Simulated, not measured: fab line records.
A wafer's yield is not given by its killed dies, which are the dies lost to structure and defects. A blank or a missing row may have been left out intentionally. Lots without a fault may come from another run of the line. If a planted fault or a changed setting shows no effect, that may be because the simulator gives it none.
What tool caused it? -- flow gf180mcu -- at 1 step of a route of 602, 7 lots with 21 wafers sampled

## WHAT EACH GAUGE READ, for each wafer
GF_STI_THK_MEAS_30.
lot,measured,on,STI_OXIDATION_02_THK (nm)
L552,day 2 11:01,film_metro-04,10.21 10.32 10.31
L555,day 3 02:52,film_metro-03,10.79 10.67 10.75
L557,day 3 12:38,film_metro-02,10.34 10.62 10.44
L563,day 4 22:50,film_metro-04,10.63 10.58 10.80
L568,day 5 21:03,film_metro-03,10.21 10.24 10.22
L572,day 6 17:40,film_metro-03,10.52 10.47 10.66
L574,day 7 04:50,film_metro-03,10.49 10.70 10.52

## TOOL THAT RAN EACH LOT (tool first, then ch and the chambers of the sampled wafers, then the start)
Record: no process step prior to these readings.

## THE ANSWER, worked out from the rows above alone
Rule: usual is defined by the lots themselves. Put in order of their means at a reading, lots are off if they are a third of the lots or fewer, leave a main group of 4 or more, and stand apart from it by a gap of 3 or more times the standard deviation of the main group's means; of several such gaps the widest counts. A main group is skipped when, at the precision printed for the reading in the tables above, its means are all equal. A lot without any number at a reading at which 4 lots or more have one is off too. Any other lot the step has rows for is counted as sound.
No lot is off at any reading shown: from this, nothing can be told.

## WHAT WAS PUT IN BY THE SIMULATOR
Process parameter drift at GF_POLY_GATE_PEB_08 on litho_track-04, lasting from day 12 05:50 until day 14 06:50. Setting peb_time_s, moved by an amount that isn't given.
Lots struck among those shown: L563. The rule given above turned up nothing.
